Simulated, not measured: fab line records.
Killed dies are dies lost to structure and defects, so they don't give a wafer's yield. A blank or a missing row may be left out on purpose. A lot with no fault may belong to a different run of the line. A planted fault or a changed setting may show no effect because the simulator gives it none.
Chamber matching || flow sky130 || 4 sister chambers for SKY_FIELD_ISO_ETCH_15 on rie-diel-04
The step etches the open film in CHF3/O2, stops on Si, target depth 180 nm, time 72 s. 4 wafers are shown with their chamber, then 9 later ones without.

## WAFERS PAIRED WITH THEIR CHAMBERS
{"wafer": "L088.4", "chamber": 0, "drypump-motor-current-A (A)": 6.4}
{"wafer": "L088.5", "chamber": 1, "drypump-motor-current-A (A)": 6.2}
{"wafer": "L090.1", "chamber": 3, "drypump-motor-current-A (A)": 6.6}
{"wafer": "L090.5", "chamber": 2, "drypump-motor-current-A (A)": 5.7}

## WAFERS WITH NO CHAMBER GIVEN
{"wafer": "L093.1", "drypump-motor-current-A (A)": 6.4}
{"wafer": "L093.2", "drypump-motor-current-A (A)": 6.6}
{"wafer": "L093.3", "drypump-motor-current-A (A)": 5.7}
{"wafer": "L093.4", "drypump-motor-current-A (A)": 6.2}
{"wafer": "L093.5", "drypump-motor-current-A (A)": 6.2}
{"wafer": "L093.6", "drypump-motor-current-A (A)": 5.7}
{"wafer": "L097.2", "drypump-motor-current-A (A)": 6.5}
{"wafer": "L097.3", "drypump-motor-current-A (A)": 5.7}
{"wafer": "L097.5", "drypump-motor-current-A (A)": 6.2}

## EACH ONE'S CHAMBER
{"wafer": "L093.1", "from the rows above": 0, "in truth": 0}
{"wafer": "L093.2", "from the rows above": 3, "in truth": 3}
{"wafer": "L093.3", "from the rows above": 2, "in truth": 2}
{"wafer": "L093.4", "from the rows above": 1, "in truth": 1}
{"wafer": "L093.5", "from the rows above": 1, "in truth": 1}
{"wafer": "L093.6", "from the rows above": 2, "in truth": 2}
{"wafer": "L097.2", "from the rows above": "can't be placed: 0 or 3", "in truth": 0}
{"wafer": "L097.3", "from the rows above": 2, "in truth": 2}
{"wafer": "L097.5", "from the rows above": 1, "in truth": 1}
Correctly placed: 8 of 9. From these rows, 1 cannot be placed; in 1 the true chamber is one of the candidates. Wrongly placed: 0.
How it was worked out, from the rows above alone: a wafer's distance from a chamber is the root of the sum, over the readings, of the square of ((its reading less the chamber's mean) divided by the reading's scatter). If the next closest chamber is less than 2 further off than the closest, the wafer can't be placed; otherwise it belongs to the closest. Each chamber's mean is taken over the wafers shown for it. The scatter: root of mean squared gap, hidden wafer to nearest shown wafer, with one shown wafer a chamber.
